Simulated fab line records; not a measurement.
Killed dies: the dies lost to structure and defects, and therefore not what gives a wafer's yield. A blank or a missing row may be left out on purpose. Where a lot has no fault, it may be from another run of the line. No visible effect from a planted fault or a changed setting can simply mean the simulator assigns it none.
Check of tool commonality -- flow sky130 -- 11 lots and 33 wafers in the sample

## REASON IT WAS OPENED
SKY_LDD_N_TW_MEAS_17, reading LDD_N_TW: flagged on 2 of 11 lots. Wafers without a fault read 2588, standard deviation 13.
Rule: flag the lot when none of its wafers has a number, or when each of its wafers that has one lies beyond 4 standard deviations from that mean. All remaining lots are regarded as sound.

lot,measured,on,"LDD_N_TW, wafer by wafer",flag
L911,day 18 04:10,film metro-03,2590 2580 2582,
L913,day 18 23:45,film metro-02,2585 2573 2586,
L914,day 19 03:32,film metro-03,2584 2595 2594,
L917,day 20 12:18,film metro-02,2599 2591 2595,
L918,day 21 07:04,film metro-02,2593 2598 2594,
L921,day 22 13:35,film metro-01,2586 2582 2568,
L923,day 22 21:19,film metro-02,2605 2609 2607,
L924,day 23 03:14,film metro-02,2602 2605 2597,
L925,day 23 15:35,film metro-03,2690 2689 2691,FLAGGED
L929,day 25 01:34,film metro-01,2673 2692 2689,FLAGGED
L933,day 26 03:14,film metro-03,2585 2578 2582,
Average over the flagged lots: 2687; offset from the usual +99, equal to +8 standard deviations.

## TOOL THAT RAN EACH LOT
The record holds 4 process steps before the reading, out of a route of 708 steps. Each cell gives the tool, then ch followed by the chambers the sampled wafers passed through, then the start.
lot,flag,SKY_GATE_OXIDE_STRIP_13,SKY_POLY_GATE_ETCH_16,SKY_LDD_N_IMPLANT_09,SKY_LDD_N_STRIP_16
L911,,"plasma asher-01 ch 0,1, day 14 01:31","rie diel-02 ch 0,1,2, day 16 19:22","implanter-04 ch 0, day 18 03:01","plasma asher-04 ch 0,1, day 18 04:04"
L913,,"plasma asher-01 ch 0,1, day 14 21:37","rie diel-02 ch 0,1,2, day 17 12:40","implanter-03 ch 0, day 18 22:37","plasma asher-04 ch 0,1, day 18 23:38"
L914,,"plasma asher-04 ch 0,1, day 15 03:46","rie diel-02 ch 1,2,3, day 17 17:50","implanter-03 ch 0, day 19 02:23","plasma asher-04 ch 0,1, day 19 03:26"
L917,,"plasma asher-01 ch 0,1, day 16 03:40","rie diel-01 ch 0,1,3, day 18 23:58","implanter-03 ch 0, day 20 11:11","plasma asher-04 ch 0,1, day 20 12:13"
L918,,"plasma asher-04 ch 0,1, day 17 00:14","rie diel-02 ch 1,2,3, day 19 20:13","implanter-02 ch 0, day 21 05:56","plasma asher-03 ch 0,1, day 21 06:58"
L921,,"plasma asher-01 ch 0,1, day 18 07:59","rie diel-01 ch 0,2,3, day 21 03:10","implanter-03 ch 0, day 22 12:26","plasma asher-04 ch 0,1, day 22 13:29"
L923,,"plasma asher-03 ch 0,1, day 18 13:43","rie diel-01 ch 0,2,3, day 21 10:38","implanter-03 ch 0, day 22 20:10","plasma asher-02 ch 0,1, day 22 21:13"
L924,,"plasma asher-03 ch 0,1, day 18 19:45","rie diel-01 ch 0,2,3, day 21 17:10","implanter-02 ch 0, day 23 02:07","plasma asher-02 ch 0,1, day 23 03:07"
L925,FLAGGED,"plasma asher-01 ch 0,1, day 19 09:13","rie diel-02 ch 0,2,3, day 22 04:55","implanter-03 ch 0, day 23 14:01","plasma asher-04 ch 0,1, day 23 15:30"
L929,FLAGGED,"plasma asher-04 ch 0,1, day 20 13:17","rie diel-01 ch 1,2, day 23 10:40","implanter-04 ch 0, day 25 00:03","plasma asher-03 ch 0,1, day 25 01:24"
L933,,"plasma asher-01 ch 0,1, day 21 23:22","rie diel-03 ch 2,3, day 24 17:20","implanter-03 ch 0, day 26 02:07","plasma asher-04 ch 0,1, day 26 03:08"
What these steps do:
- SKY_GATE_OXIDE_STRIP_13: strips in O2/N2.
- SKY_POLY_GATE_ETCH_16: etches Si3N4 in CH3F/O2, stops on poly-Si, time 147.5 s, target depth 75 nm.
- SKY_LDD_N_IMPLANT_09
- SKY_LDD_N_STRIP_16: strips in O2/N2.
- SKY_LDD_N_TW_MEAS_17

## FLAGGED AGAINST TOTAL, ONE TOOL AT A TIME (gauges that did the reading follow at the end)
step,tool,lots run,flagged,share of the flagged lots,sound lots run after its first flagged lot
SKY_GATE_OXIDE_STRIP_13,plasma asher-01,6,1,some,1 (L933)
SKY_GATE_OXIDE_STRIP_13,plasma asher-03,2,0,none,-
SKY_GATE_OXIDE_STRIP_13,plasma asher-04,3,1,some,0
SKY_POLY_GATE_ETCH_16,rie diel-01,5,1,some,0
SKY_POLY_GATE_ETCH_16,rie diel-02,5,1,some,0
SKY_POLY_GATE_ETCH_16,rie diel-03,1,0,none,-
SKY_LDD_N_IMPLANT_09,implanter-02,2,0,none,-
SKY_LDD_N_IMPLANT_09,implanter-03,7,1,some,1 (L933)
SKY_LDD_N_IMPLANT_09,implanter-04,2,1,some,0
SKY_LDD_N_STRIP_16,plasma asher-02,2,0,none,-
SKY_LDD_N_STRIP_16,plasma asher-03,2,1,some,0
SKY_LDD_N_STRIP_16,plasma asher-04,7,1,some,1 (L933)
SKY_LDD_N_TW_MEAS_17,film metro-01,2,1,some,0
SKY_LDD_N_TW_MEAS_17,film metro-02,5,0,none,-
SKY_LDD_N_TW_MEAS_17,film metro-03,4,1,some,1 (L933)

## WHAT THE TABLE PERMITS
No row of the table ran every flagged lot.

## WHAT THE SIMULATOR HAD PUT IN
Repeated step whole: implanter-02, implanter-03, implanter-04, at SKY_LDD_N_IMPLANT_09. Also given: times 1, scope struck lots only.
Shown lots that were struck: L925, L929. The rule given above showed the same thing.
